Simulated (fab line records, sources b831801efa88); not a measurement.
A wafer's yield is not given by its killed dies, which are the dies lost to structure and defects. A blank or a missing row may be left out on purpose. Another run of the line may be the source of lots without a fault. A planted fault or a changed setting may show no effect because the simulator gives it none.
fab line records ; flow sky130
record lots=5; wafers=15; last-day=48
route steps=708 shown VT_ADJUST_HVTP@93 VT_ADJUST_LVTN@97 VT_ADJUST_NCORE@119 VT_ADJUST_HVTR@131 PAD_OPEN@708
lots that met no fault: taken from a fault-free run of the same line
start-h: start of the lot's first displayed wafer, in hours after the record's first day ; wait-h: hours since the lot's step before ; " unchanged from the row above ; L1.1+2: several wafers, shown together as one row ; - no value, or no start given ; * or withheld: withheld ; < > ~ a bound
route shown NAME@n: names a module that has steps shown in the file, with the first one's number in the route ; usual: mean/standard deviation taken from wafers without a fault ; same: alike in all rows ; chamber/n: place in a boat ; sites: per-site readings ; _std_site: the standard deviation of these ; _edge_site: inner sites' mean taken away from outer sites' mean ; radius-mm: how far each site lies from the wafer's centre ; mask NAME#n: copy n ; behind: tool/chamber where the wafer was last shaped ; hold: why the lot went on hold/how many hours it stayed there/how the hold came to an end ; device: names the non-switching transistor (n, p or np) ; end of line: tests run on the same wafers once the route is complete ; a step with no rows: only its recipe ; killed: dies lost to structure and defects at the first sort, not the wafer's yield ; map: a wafer's dies, x killed, . not, _ none there
set.NAME: the setting the step ran with; set.NAME@STEP: the setting that earlier step ran with ; model.NAME: the simulator's own value behind a step, which no gauge read
lots at some steps of the route; a table a step, a row a wafer
services: a tool's chamber out of use, with start hour (start-h, from the record's first day; less than 0 if before it), hours out, and reason
## steps
# step SKY_VT_ADJUST_HVTP_OVL_MEAS_08
# usual VT_ADJUST_HVTP_OVL=1.2/1.7
lot.wafer;tool;chamber;start-h;wait-h;VT_ADJUST_HVTP_OVL[nm]
L905.1;overlay-02;-;139.37;0.1;4.7
L905.3;overlay-02;-;139.37;0.1;2.4
L905.6;overlay-02;-;139.37;0.1;6.0
L906.3;overlay-02;-;147.73;0.1;5.4
L906.4;overlay-02;-;147.73;0.1;1.9
L906.6;overlay-02;-;147.73;0.1;2.4
L910.2;overlay-01;-;164.87;0.1;0.2
L910.5;overlay-01;-;164.87;0.1;0.4
L910.6;overlay-01;-;164.87;0.1;2.3
L911.3;overlay-02;-;179.03;0.1;1.2
L911.5;overlay-02;-;179.03;0.1;0.4
L911.6;overlay-02;-;179.03;0.1;-1.1
L915.1;overlay-02;-;196.23;0.1;-0.3
L915.3;overlay-02;-;196.23;0.1;1.6
L915.6;overlay-02;-;196.23;0.1;0.4
# step SKY_VT_ADJUST_HVTP_IMPLANT_09
# recipe species=As; energy-kev=150; dose-cm2=4.3e+12; tilt-deg=withheld
# step SKY_VT_ADJUST_HVTP_STRIP_10
# recipe chemistry=O2/N2; power-w=1400; pressure-mtorr=1500; platen-temp-c=withheld; o2-flow-sccm=3000; n2-flow-sccm=300; overash-fraction=0.5
# usual drypump-motor-current-A=6.0/0.45; oes-product-au=0.715/0.0043; strip-time-to-endpoint-s=14.18/0.042
lot.wafer;tool;chamber;start-h;wait-h;drypump-motor-current-A;oes-product-au;rf-hours-counter-h;strip-time-to-endpoint-s
L905.1;plasma-asher-02;1;139.56;0.1;5.2;0.713;2;14.20
L905.3;plasma-asher-02;0;139.56;0.1;6.3;0.717;-;14.14
L905.6;plasma-asher-02;0;139.56;0.1;6.4;0.718;-;14.17
L906.3;plasma-asher-01;0;147.93;0.1;6.2;0.716;-;14.22
L906.4;plasma-asher-01;1;147.93;0.1;5.9;0.724;-;14.25
L906.6;plasma-asher-01;1;147.93;0.1;5.9;0.716;-;14.26
L910.2;plasma-asher-03;0;165.05;0.1;5.8;0.715;46;14.14
L910.5;plasma-asher-03;0;165.05;0.1;5.8;0.717;-;14.15
L910.6;plasma-asher-03;1;165.05;0.1;6.5;0.712;-;14.13
L911.3;plasma-asher-02;0;179.23;0.1;6.4;0.716;-;14.16
L911.5;plasma-asher-02;1;179.23;0.1;5.2;0.719;-;14.15
L911.6;plasma-asher-02;0;179.23;0.1;6.3;0.713;-;14.17
L915.1;plasma-asher-02;1;196.41;0.1;5.2;0.718;8;14.13
L915.3;plasma-asher-02;0;196.41;0.1;6.4;0.716;-;14.08
L915.6;plasma-asher-02;1;196.41;0.1;5.2;0.717;-;14.12
# step SKY_VT_ADJUST_HVTP_TW_MEAS_11
# usual VT_ADJUST_HVTP_TW=1346/15
lot.wafer;tool;chamber;start-h;wait-h;VT_ADJUST_HVTP_TW
L905.1;film-metro-01;-;139.66;0.1;1368
L905.3;film-metro-01;-;139.66;0.1;1365
L905.6;film-metro-01;-;139.66;0.1;1360
L906.3;film-metro-03;-;148.02;0.1;1358
L906.4;film-metro-03;-;148.02;0.1;1352
L906.6;film-metro-03;-;148.02;0.1;1359
L910.2;film-metro-03;-;165.16;0.1;1357
L910.5;film-metro-03;-;165.16;0.1;1360
L910.6;film-metro-03;-;165.16;0.1;1358
L911.3;film-metro-04;-;179.32;0.1;1335
L911.5;film-metro-04;-;179.32;0.1;1325
L911.6;film-metro-04;-;179.32;0.1;1334
L915.1;film-metro-03;-;196.51;0.1;1359
L915.3;film-metro-03;-;196.51;0.1;1358
L915.6;film-metro-03;-;196.51;0.1;1360
# step SKY_VT_ADJUST_LVTN_DEHYDRATE_00
# recipe temp-c=200.5; time-s=60
# step SKY_VT_ADJUST_LVTN_HMDS_01
# recipe prime-time-s=60; prime-temp-c=120
# step SKY_VT_ADJUST_LVTN_COAT_02
# recipe spin-rpm=2000; resist-thk-nm=3000
# step SKY_VT_ADJUST_LVTN_SOFTBAKE_03
# recipe temp-c=110; time-s=withheld
# step SKY_VT_ADJUST_LVTN_EXPOSE_04
# recipe mask-id=NWM_COMPLEMENT_LESS_NATIVE; na=0.6; source-shape=conventional; sigma-outer=0.6; polarization=unpolarized; target-cd-nm=840; dose-mj=194
# step SKY_VT_ADJUST_LVTN_PEB_05
# recipe temp-c=115; time-s=withheld
# step SKY_VT_ADJUST_LVTN_DEVELOP_06
# recipe wall-angle-deg=90; developer=TMAH; develop-time-s=60; dev-temp-c=23
# step SKY_VT_ADJUST_LVTN_OVL_MEAS_07
# usual VT_ADJUST_LVTN_OVL=-1.1/1.5
lot.wafer;tool;chamber;start-h;wait-h;VT_ADJUST_LVTN_OVL[nm]
L905.1;overlay-02;-;158.64;-;-0.5
L905.3;overlay-02;-;158.64;-;1.7
L905.6;overlay-02;-;158.64;-;0.9
L906.3;overlay-01;-;167.61;-;-0.4
L906.4;overlay-01;-;167.61;-;1.2
L906.6;overlay-01;-;167.61;-;-0.4
L910.2;overlay-01;-;186.25;-;-3.6
L910.5;overlay-01;-;186.25;-;-0.7
L910.6;overlay-01;-;186.25;-;-0.4
L911.3;overlay-01;-;201.31;-;-0.6
L911.5;overlay-01;-;201.31;-;0.1
L911.6;overlay-01;-;201.31;-;-0.8
L915.1;overlay-01;-;217.81;-;-0.1
L915.3;overlay-01;-;217.81;-;-0.3
L915.6;overlay-01;-;217.81;-;-1.0
# step SKY_VT_ADJUST_LVTN_IMPLANT_08
# recipe species=B; energy-kev=30; dose-cm2=1.57e+12; tilt-deg=withheld
lot.wafer;tool;chamber;start-h;wait-h
L905.1+3+6;implanter-04;0;158.68;0.0
L906.3+4+6;implanter-01;0;167.68;0.1
L910.2+5+6;implanter-04;0;186.30;0.0
L911.3+5+6;implanter-04;0;201.38;0.1
L915.1+3+6;implanter-04;0;217.84;0.0
# step SKY_VT_ADJUST_LVTN_STRIP_09
# recipe chemistry=O2/N2; power-w=1400; pressure-mtorr=1500; platen-temp-c=withheld; o2-flow-sccm=3000; n2-flow-sccm=300; overash-fraction=0.5
# usual drypump-motor-current-A=6.1/0.4; oes-product-au=0.722/0.0043; strip-time-to-endpoint-s=36.95/0.11
lot.wafer;tool;chamber;start-h;wait-h;drypump-motor-current-A;oes-product-au;rf-hours-counter-h;strip-time-to-endpoint-s
L905.1;plasma-asher-03;1;158.83;0.1;6.5;0.720;45;37.03
L905.3;plasma-asher-03;1;158.83;0.1;6.5;0.721;-;37.08
L905.6;plasma-asher-03;1;158.83;0.1;6.5;0.729;-;36.92
L906.3;plasma-asher-03;1;167.81;0.1;6.5;0.722;-;36.97
L906.4;plasma-asher-03;0;167.81;0.1;5.8;0.721;-;37.01
L906.6;plasma-asher-03;0;167.81;0.1;5.8;0.717;-;36.86
L910.2;plasma-asher-02;1;186.43;0.1;5.2;0.726;7;37.03
L910.5;plasma-asher-02;0;186.43;0.1;6.3;0.729;-;37.04
L910.6;plasma-asher-02;1;186.43;0.1;5.2;0.725;-;37.02
L911.3;plasma-asher-03;0;201.51;0.1;5.8;0.716;-;37.10
L911.5;plasma-asher-03;1;201.51;0.1;6.5;0.729;-;36.88
L911.6;plasma-asher-03;0;201.51;0.1;5.8;0.730;-;37.04
L915.1;plasma-asher-03;1;217.99;0.1;6.5;0.717;51;36.93
L915.3;plasma-asher-03;1;217.99;0.1;6.5;0.718;-;37.01
L915.6;plasma-asher-03;1;217.99;0.1;6.5;0.718;-;36.83
# step SKY_VT_ADJUST_LVTN_TW_MEAS_10
# usual VT_ADJUST_LVTN_TW=241.2/2.5
lot.wafer;tool;chamber;start-h;wait-h;VT_ADJUST_LVTN_TW
L905.1;film-metro-03;-;158.93;0.1;242.1
L905.3;film-metro-03;-;158.93;0.1;241.2
L905.6;film-metro-03;-;158.93;0.1;241.9
L906.3;film-metro-02;-;167.90;0.1;241.2
L906.4;film-metro-02;-;167.90;0.1;242.0
L906.6;film-metro-02;-;167.90;0.1;242.2
L910.2;film-metro-03;-;186.54;0.1;241.8
L910.5;film-metro-03;-;186.54;0.1;241.9
L910.6;film-metro-03;-;186.54;0.1;242.4
L911.3;film-metro-04;-;201.60;0.1;236.0
L911.5;film-metro-04;-;201.60;0.1;235.4
L911.6;film-metro-04;-;201.60;0.1;235.8
L915.1;film-metro-02;-;218.09;0.1;242.6
L915.3;film-metro-02;-;218.09;0.1;243.0
L915.6;film-metro-02;-;218.09;0.1;234.6
# step SKY_VT_ADJUST_LVTN_DEHYDRATE_11
# recipe temp-c=200; time-s=60
# step SKY_VT_ADJUST_LVTN_HMDS_12
# recipe prime-time-s=60; prime-temp-c=120
# step SKY_VT_ADJUST_LVTN_COAT_13
# recipe resist=NOVOLAK; spin-rpm=3000; resist-thk-nm=1140
# step SKY_VT_ADJUST_LVTN_SOFTBAKE_14
# recipe temp-c=90; time-s=60; resist=NOVOLAK
# step SKY_VT_ADJUST_LVTN_EXPOSE_15
# recipe mask-id=HVN_STD_DERIVED; na=0.6; source-shape=conventional; sigma-outer=0.6; polarization=unpolarized; target-cd-nm=600; dose-mj=163
# step SKY_VT_ADJUST_LVTN_PEB_16
# recipe temp-c=withheld; time-s=*; resist=NOVOLAK
# step SKY_VT_ADJUST_LVTN_DEVELOP_17
# recipe resist=NOVOLAK; developer=TMAH; develop-time-s=60; dev-temp-c=23
# step SKY_VT_ADJUST_LVTN_OVL_MEAS_18
# usual VT_ADJUST_LVTN_01_OVL=-1.6/1.2
lot.wafer;tool;chamber;start-h;wait-h;VT_ADJUST_LVTN_01_OVL[nm]
L905.1;overlay-01;-;179.06;0.1;-0.4
L905.3;overlay-01;-;179.06;0.1;-0.2
L905.6;overlay-01;-;179.06;0.1;-0.8
L906.3;overlay-02;-;188.62;0.1;-1.4
L906.4;overlay-02;-;188.62;0.1;-1.2
L906.6;overlay-02;-;188.62;0.1;-0.6
L910.2;overlay-02;-;208.36;0.1;-1.3
L910.5;overlay-02;-;208.36;0.1;-0.4
L910.6;overlay-02;-;208.36;0.1;-0.9
L911.3;overlay-01;-;222.81;0.1;-1.1
L911.5;overlay-01;-;222.81;0.1;-3.3
L911.6;overlay-01;-;222.81;0.1;-1.4
L915.1;overlay-01;-;240.06;0.1;-4.0
L915.3;overlay-01;-;240.06;0.1;-3.4
L915.6;overlay-01;-;240.06;0.1;-2.0
# step SKY_VT_ADJUST_LVTN_IMPLANT_19
# recipe species=B; energy-kev=30; dose-cm2=6.5e+11; tilt-deg=withheld
# step SKY_VT_ADJUST_LVTN_STRIP_20
# recipe chemistry=O2/N2; power-w=1400; pressure-mtorr=1500; platen-temp-c=withheld; o2-flow-sccm=3000; n2-flow-sccm=300; overash-fraction=0.5
# usual drypump-motor-current-A=6.0/0.42; oes-product-au=0.715/0.0041; strip-time-to-endpoint-s=14.17/0.041
lot.wafer;tool;chamber;start-h;wait-h;drypump-motor-current-A;oes-product-au;rf-hours-counter-h;strip-time-to-endpoint-s
L905.1;plasma-asher-04;1;179.24;0.1;6.3;0.714;48;14.22
L905.3;plasma-asher-04;1;179.24;0.1;6.2;0.721;-;14.22
L905.6;plasma-asher-04;1;179.24;0.1;6.3;0.724;-;14.22
L906.3;plasma-asher-04;1;188.83;0.1;6.2;0.712;-;14.12
L906.4;plasma-asher-04;0;188.83;0.1;6.1;0.717;-;14.15
L906.6;plasma-asher-04;0;188.83;0.1;6.1;0.710;-;14.12
L910.2;plasma-asher-04;1;208.54;0.1;6.2;0.722;51;14.13
L910.5;plasma-asher-04;0;208.54;0.1;6.0;0.717;-;14.16
L910.6;plasma-asher-04;1;208.54;0.1;6.2;0.712;-;14.13
L911.3;plasma-asher-03;1;223.01;0.1;6.5;0.716;-;14.12
L911.5;plasma-asher-03;0;223.01;0.1;5.8;0.708;-;14.17
L911.6;plasma-asher-03;1;223.01;0.1;6.5;0.708;-;14.14
L915.1;plasma-asher-04;0;240.24;0.1;6.0;0.718;55;14.18
L915.3;plasma-asher-04;1;240.24;0.1;6.3;0.718;-;14.18
L915.6;plasma-asher-04;0;240.24;0.1;6.0;0.712;-;14.19
# step SKY_VT_ADJUST_LVTN_TW_MEAS_21
# usual VT_ADJUST_LVTN_2_TW=187.6/1.7
lot.wafer;tool;chamber;start-h;wait-h;VT_ADJUST_LVTN_2_TW
L905.1;film-metro-02;-;179.34;0.1;187.1
L905.3;film-metro-02;-;179.34;0.1;188.1
L905.6;film-metro-02;-;179.34;0.1;187.7
L906.3;film-metro-04;-;188.92;0.1;184.1
L906.4;film-metro-04;-;188.92;0.1;184.6
L906.6;film-metro-04;-;188.92;0.1;184.4
L910.2;film-metro-03;-;208.65;0.1;187.8
L910.5;film-metro-03;-;208.65;0.1;188.3
L910.6;film-metro-03;-;208.65;0.1;188.3
L911.3;film-metro-04;-;223.10;0.1;185.2
L911.5;film-metro-04;-;223.10;0.1;185.1
L911.6;film-metro-04;-;223.10;0.1;183.5
L915.1;film-metro-02;-;240.34;0.1;187.4
L915.3;film-metro-02;-;240.34;0.1;187.5
L915.6;film-metro-02;-;240.34;0.1;187.6
# step SKY_VT_ADJUST_NCORE_DEHYDRATE_00
# recipe temp-c=200; time-s=60
# step SKY_VT_ADJUST_NCORE_HMDS_01
# recipe prime-time-s=60; prime-temp-c=120
# step SKY_VT_ADJUST_NCORE_COAT_02
# recipe resist=NOVOLAK; spin-rpm=3000; resist-thk-nm=1140
# step SKY_VT_ADJUST_NCORE_SOFTBAKE_03
# recipe temp-c=90; time-s=60; resist=NOVOLAK
# step SKY_VT_ADJUST_NCORE_EXPOSE_04
# recipe mask-id=LVTN_COMPLEMENT_THIN; na=0.6; source-shape=conventional; sigma-outer=0.6; polarization=unpolarized; target-cd-nm=380; dose-mj=139
# step SKY_VT_ADJUST_NCORE_PEB_05
# recipe temp-c=withheld; time-s=*; resist=NOVOLAK
# step SKY_VT_ADJUST_NCORE_DEVELOP_06
# recipe resist=NOVOLAK; developer=TMAH; develop-time-s=60; dev-temp-c=23
# step SKY_VT_ADJUST_NCORE_CD_MEAS_07
# recipe target-cd-nm=380
# usual cd-nm=380.5/3
lot.wafer;tool;chamber;start-h;wait-h;cd-nm
L905.1;cd-sem-01;-;201.46;0.1;382.6
L905.3;cd-sem-01;-;201.46;0.1;380.4
L905.6;cd-sem-01;-;201.46;0.1;379.3
L906.3;cd-sem-02;-;210.95;0.1;378.9
L906.4;cd-sem-02;-;210.95;0.1;377.6
L906.6;cd-sem-02;-;210.95;0.1;378.3
L910.2;cd-sem-01;-;230.33;0.1;377.5
L910.5;cd-sem-01;-;230.33;0.1;379.2
L910.6;cd-sem-01;-;230.33;0.1;378.6
L911.3;cd-sem-01;-;244.75;0.1;380.0
L911.5;cd-sem-01;-;244.75;0.1;379.2
L911.6;cd-sem-01;-;244.75;0.1;379.3
L915.1;cd-sem-02;-;263.96;0.1;387.8
L915.3;cd-sem-02;-;263.96;0.1;386.0
L915.6;cd-sem-02;-;263.96;0.1;387.2
# step SKY_VT_ADJUST_NCORE_OVL_MEAS_08
# usual VT_ADJUST_NCORE_OVL=0.6/1.3
lot.wafer;tool;chamber;start-h;wait-h;VT_ADJUST_NCORE_OVL[nm]
L905.1;overlay-02;-;201.58;0.1;-0.5
L905.3;overlay-02;-;201.58;0.1;-1.1
L905.6;overlay-02;-;201.58;0.1;-1.1
L906.3;overlay-02;-;211.04;0.1;0.9
L906.4;overlay-02;-;211.04;0.1;3.7
L906.6;overlay-02;-;211.04;0.1;0.9
L910.2;overlay-01;-;230.43;0.1;-0.9
L910.5;overlay-01;-;230.43;0.1;0.0
L910.6;overlay-01;-;230.43;0.1;0.3
L911.3;overlay-01;-;244.84;0.1;-0.9
L911.5;overlay-01;-;244.84;0.1;-0.5
L911.6;overlay-01;-;244.84;0.1;0.8
L915.1;overlay-01;-;264.08;0.1;0.4
L915.3;overlay-01;-;264.08;0.1;-3.2
L915.6;overlay-01;-;264.08;0.1;-1.1
# step SKY_VT_ADJUST_NCORE_IMPLANT_09
# recipe species=B; energy-kev=10; dose-cm2=2.4e+12; tilt-deg=withheld
# step SKY_VT_ADJUST_NCORE_STRIP_10
# recipe chemistry=O2/N2; power-w=1400; pressure-mtorr=1500; platen-temp-c=withheld; o2-flow-sccm=3000; n2-flow-sccm=300; overash-fraction=0.5
# usual drypump-motor-current-A=6.0/0.42; oes-product-au=0.716/0.0043; strip-time-to-endpoint-s=14.16/0.037
lot.wafer;tool;chamber;start-h;wait-h;drypump-motor-current-A;oes-product-au;rf-hours-counter-h;strip-time-to-endpoint-s
L905.1;plasma-asher-01;1;201.77;0.1;5.9;0.712;39;14.18
L905.3;plasma-asher-01;1;201.77;0.1;5.9;0.716;-;14.14
L905.6;plasma-asher-01;1;201.77;0.1;5.9;0.708;-;14.20
L906.3;plasma-asher-01;1;211.25;0.1;5.9;0.709;-;14.14
L906.4;plasma-asher-01;0;211.25;0.1;6.2;0.709;-;14.19
L906.6;plasma-asher-01;1;211.25;0.1;5.9;0.713;-;14.17
L910.2;plasma-asher-02;0;230.61;0.1;6.4;0.715;11;14.15
L910.5;plasma-asher-02;0;230.61;0.1;6.4;0.721;-;14.14
L910.6;plasma-asher-02;1;230.61;0.1;5.2;0.713;-;14.13
L911.3;plasma-asher-01;0;245.04;0.1;6.2;0.711;-;14.16
L911.5;plasma-asher-01;0;245.04;0.1;6.2;0.722;-;14.20
L911.6;plasma-asher-01;1;245.04;0.1;5.9;0.707;-;14.20
L915.1;plasma-asher-02;0;264.26;0.1;6.4;0.719;15;14.13
L915.3;plasma-asher-02;0;264.26;0.1;6.4;0.723;-;14.13
L915.6;plasma-asher-02;1;264.26;0.1;5.2;0.721;-;14.11
# step SKY_VT_ADJUST_NCORE_TW_MEAS_11
# usual VT_ADJUST_NCORE_TW=218.8/1.9
lot.wafer;tool;chamber;start-h;wait-h;VT_ADJUST_NCORE_TW
L905.1;film-metro-02;-;201.87;0.1;221.0
L905.3;film-metro-02;-;201.87;0.1;220.2
L905.6;film-metro-02;-;201.87;0.1;220.9
L906.3;film-metro-02;-;211.33;0.1;219.5
L906.4;film-metro-02;-;211.33;0.1;220.4
L906.6;film-metro-02;-;211.33;0.1;219.8
L910.2;film-metro-01;-;230.72;0.1;219.7
L910.5;film-metro-01;-;230.72;0.1;219.2
L910.6;film-metro-01;-;230.72;0.1;218.5
L911.3;film-metro-04;-;245.13;0.1;216.3
L911.5;film-metro-04;-;245.13;0.1;216.1
L911.6;film-metro-04;-;245.13;0.1;214.8
L915.1;film-metro-01;-;264.36;0.1;219.6
L915.3;film-metro-01;-;264.36;0.1;221.0
L915.6;film-metro-01;-;264.36;0.1;220.0
# step SKY_VT_ADJUST_HVTR_DEHYDRATE_00
# recipe temp-c=200; time-s=60
# step SKY_VT_ADJUST_HVTR_HMDS_01
# recipe prime-time-s=60; prime-temp-c=120
# step SKY_VT_ADJUST_HVTR_COAT_02
# recipe resist=NOVOLAK; spin-rpm=3000; resist-thk-nm=1140
# step SKY_VT_ADJUST_HVTR_SOFTBAKE_03
# recipe temp-c=90; time-s=61.54; resist=NOVOLAK
# usual plate-sensor-t-centre-C=90.758/0.0096; plate-sensor-t-edge-C=90.830/0.011
lot.wafer;tool;chamber;start-h;wait-h;plate-sensor-t-centre-C;plate-sensor-t-edge-C
L905.1;litho-track-01;0;212.05;0.1;90.752;90.828
L905.3;litho-track-01;0;212.05;0.1;90.770;90.826
L905.6;litho-track-01;0;212.05;0.1;90.759;90.832
L906.3;litho-track-02;0;222.39;0.1;90.745;90.833
L906.4;litho-track-02;0;222.39;0.1;90.776;90.835
L906.6;litho-track-02;0;222.39;0.1;90.768;90.823
L910.2;litho-track-02;0;241.77;0.1;90.761;90.821
L910.5;litho-track-02;0;241.77;0.1;90.762;90.841
L910.6;litho-track-02;0;241.77;0.1;90.758;90.835
L911.3;litho-track-01;0;256.05;0.1;90.762;90.818
L911.5;litho-track-01;0;256.05;0.1;90.762;90.825
L911.6;litho-track-01;0;256.05;0.1;90.763;90.813
L915.1;litho-track-02;0;276.09;0.1;90.767;90.824
L915.3;litho-track-02;0;276.09;0.1;90.769;90.850
L915.6;litho-track-02;0;276.09;0.1;90.761;90.814
# step SKY_PAD_OPEN_PROBE_99
# usual killed_at_M0_to_M3=43/6.6; killed_at_M4_up=3.4/1.8; killed-at-contacts=24/5.7; killed-at-front-end=15/4.2; killed-at-other=0.3/0.58; killed-dies=86/8; killed-on-rim=16/3.9; killed-open=46/7.2; killed-short=39/5.8
# same gross-dies=492; killed-at-back-side=0
lot.wafer;tool;chamber;start-h;wait-h;killed_at_M0_to_M3;killed_at_M4_up;killed-at-contacts;killed-at-front-end;killed-at-other;killed-dies;killed-on-rim;killed-open;killed-short;model.etest.nfet_01v8_lvt.body-rise-v
L905.1;prober-01;-;1094.71;0.1;46;6;13;18;1;84;24;42;41;0.1442
L905.3;prober-01;-;1094.81;0.2;58;2;19;10;3;92;15;49;39;0.1468
L905.6;prober-01;-;1094.96;0.2;32;4;24;24;1;85;14;43;40;0.1485
L906.3;prober-02;-;1105.82;0.2;38;2;28;9;0;77;15;43;34;0.1467
L906.4;prober-02;-;1105.87;0.2;47;5;30;13;0;95;14;63;31;0.1472
L906.6;prober-02;-;1105.97;0.2;34;6;25;18;0;83;17;39;44;0.1481
L910.2;prober-02;-;1124.93;0.1;44;1;30;13;0;88;22;51;37;0.1509
L910.5;prober-02;-;1125.08;0.2;56;1;17;8;0;82;12;45;37;0.1534
L910.6;prober-02;-;1125.13;0.2;44;5;24;15;0;88;22;49;39;0.1512
L911.3;prober-01;-;1141.66;0.2;46;5;24;9;1;85;13;40;42;0.1461
L911.5;prober-01;-;1141.76;0.2;49;4;26;8;0;87;20;48;38;0.1437
L911.6;prober-01;-;1141.81;0.2;47;2;22;13;0;84;18;41;43;0.1428
L915.1;prober-02;-;1156.37;0.1;45;1;28;13;2;89;18;45;42;0.1432
L915.3;prober-02;-;1156.47;0.2;44;3;32;14;1;94;17;56;38;0.1459
L915.6;prober-02;-;1156.62;0.2;32;6;28;11;2;79;12;45;33;0.1364
# killed by level:class
L905.1 METAL2:geometric-particle:short=10 VIA2:geometric-particle:open=8 FIELD_ISO:geometric-particle:open=5 VIA1:geometric-particle:open=5 CONTACT:geometric-particle:open=5 POLY_GATE:geometric-particle:open=4 METAL2:geometric-particle:open=4 VIA2:geometric-particle:short=4
L905.3 VIA1:geometric-particle:open=14 LI_CONTACT:geometric-particle:open=9 VIA2:geometric-particle:open=7 VIA3:geometric-particle:open=7 METAL1:geometric-particle:short=6 VIA1:geometric-particle:short=6 FIELD_ISO:geometric-particle:short=5 VIA2:geometric-particle:short=5
L905.6 CONTACT:geometric-particle:open=11 VIA1:geometric-particle:open=8 FIELD_ISO:geometric-particle:short=7 VIA1:geometric-particle:short=6 VIA2:geometric-particle:open=5 POLY_GATE:geometric-particle:open=4 LI_CONTACT:geometric-particle:open=4 LOCAL_INTERCONNECT:geometric-particle:short=4
L906.3 VIA3:geometric-particle:open=9 LI_CONTACT:geometric-particle:open=8 VIA1:geometric-particle:short=8 CONTACT:geometric-particle:open=7 LOCAL_INTERCONNECT:geometric-particle:short=6 VIA1:geometric-particle:open=6 METAL2:geometric-particle:short=5 FIELD_ISO:geometric-particle:short=3
L906.4 CONTACT:geometric-particle:open=16 VIA1:geometric-particle:open=11 VIA2:geometric-particle:open=9 LI_CONTACT:geometric-particle:open=7 VIA3:geometric-particle:open=7 FIELD_ISO:geometric-particle:open=4 CONTACT:geometric-particle:short=4 METAL1:geometric-particle:short=4
L906.6 CONTACT:geometric-particle:open=12 FIELD_ISO:geometric-particle:short=6 CONTACT:geometric-particle:short=6 VIA1:geometric-particle:short=6 METAL1:geometric-particle:short=5 VIA1:geometric-particle:open=5 VIA2:geometric-particle:short=5 LI_CONTACT:geometric-particle:open=4
L910.2 VIA1:geometric-particle:open=12 CONTACT:geometric-particle:short=9 CONTACT:geometric-particle:open=9 VIA2:geometric-particle:open=8 LI_CONTACT:geometric-particle:open=7 VIA1:geometric-particle:short=5 METAL2:geometric-particle:short=5 FIELD_ISO:geometric-particle:open=3
L910.5 VIA2:geometric-particle:open=11 VIA1:geometric-particle:open=10 VIA3:geometric-particle:open=10 FIELD_ISO:geometric-particle:short=6 VIA3:geometric-particle:short=5 CONTACT:geometric-particle:open=5 METAL2:geometric-particle:short=5 LOCAL_INTERCONNECT:geometric-particle:short=4
L910.6 VIA1:geometric-particle:open=10 METAL2:geometric-particle:short=9 LI_CONTACT:geometric-particle:open=8 VIA2:geometric-particle:open=8 CONTACT:geometric-particle:open=6 METAL1:geometric-particle:short=6 VIA1:geometric-particle:short=5 FIELD_ISO:geometric-particle:short=4
L911.3 CONTACT:geometric-particle:open=9 VIA1:geometric-particle:open=8 VIA1:geometric-particle:short=8 VIA2:geometric-particle:open=7 LOCAL_INTERCONNECT:geometric-particle:short=6 VIA3:geometric-particle:open=6 FIELD_ISO:geometric-particle:short=4 CONTACT:geometric-particle:short=4
L911.5 VIA1:geometric-particle:open=13 CONTACT:geometric-particle:open=10 VIA2:geometric-particle:open=10 LOCAL_INTERCONNECT:geometric-particle:short=8 VIA3:geometric-particle:open=7 VIA1:geometric-particle:short=5 CONTACT:geometric-particle:short=4 METAL2:geometric-particle:short=4
L911.6 VIA1:geometric-particle:open=11 METAL1:geometric-particle:short=9 VIA1:geometric-particle:short=7 METAL2:geometric-particle:short=6 LOCAL_INTERCONNECT:geometric-particle:short=5 CONTACT:geometric-particle:open=5 VIA2:geometric-particle:open=5 VIA3:geometric-particle:open=5
L915.1 VIA1:geometric-particle:open=9 CONTACT:geometric-particle:short=7 CONTACT:geometric-particle:open=7 VIA2:geometric-particle:open=7 METAL2:geometric-particle:short=6 LOCAL_INTERCONNECT:geometric-particle:short=5 FIELD_ISO:geometric-particle:open=4 LI_CONTACT:geometric-particle:open=4
L915.3 CONTACT:geometric-particle:open=13 VIA3:geometric-particle:open=11 VIA1:geometric-particle:open=8 CONTACT:geometric-particle:short=7 METAL1:geometric-particle:short=6 VIA2:geometric-particle:open=6 FIELD_ISO:geometric-particle:short=5 LI_CONTACT:geometric-particle:open=5
L915.6 CONTACT:geometric-particle:open=10 VIA1:geometric-particle:open=7 VIA1:geometric-particle:short=6 FIELD_ISO:geometric-particle:short=5 LI_CONTACT:geometric-particle:short=5 LI_CONTACT:geometric-particle:open=5 VIA2:geometric-particle:open=5 VIA3:geometric-particle:open=5
## services
tool;chamber;start-h;hours;kind
plasma-asher-02;-;117.81;2.8;pm
plasma-asher-02;0;117.81;-;clean
plasma-asher-02;1;117.81;-;clean
litho-track-02;-;120.24;-;consumable-replace:filter
implanter-04;-;128.00;1.4;repair
implanter-04;-;144.62;3.9;pm
implanter-01;-;178.25;2.7;pm
plasma-asher-01;-;214.11;14.6;pm
plasma-asher-02;-;215.06;0.9;repair
plasma-asher-03;-;236.66;2.8;pm
implanter-01;-;238.73;17.3;pm
implanter-04;-;248.71;4.1;repair
implanter-01;-;267.17;5.0;repair
## key
first-sign none at tools or gauges
model-effect step=SKY_PAD_OPEN_PROBE_99; value=etest.nfet_01v8_lvt.body-rise-v; without=0.1416; struck=0.1364
met-at SKY_VT_ADJUST_LVTN_IMPLANT_08
struck-wafers L915.6
tester-left-out L915
onset-between 201.38 217.84
fault kind=process-parameter-drift; tool=implanter-04; chamber=-; onset-h=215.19; steps=SKY_VT_ADJUST_LVTN_IMPLANT_08; channel=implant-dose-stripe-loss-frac; offset=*; shape=step; end-h=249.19; scope=struck-wafers-only
# tester-left-out: of these lots the tester's yield and bins aren't shown, on N5 and GAA mostly nor the transistor test; their killed dies are dies lost to structure and defects alone, not to doping, threshold or leakage, so they don't give the yield
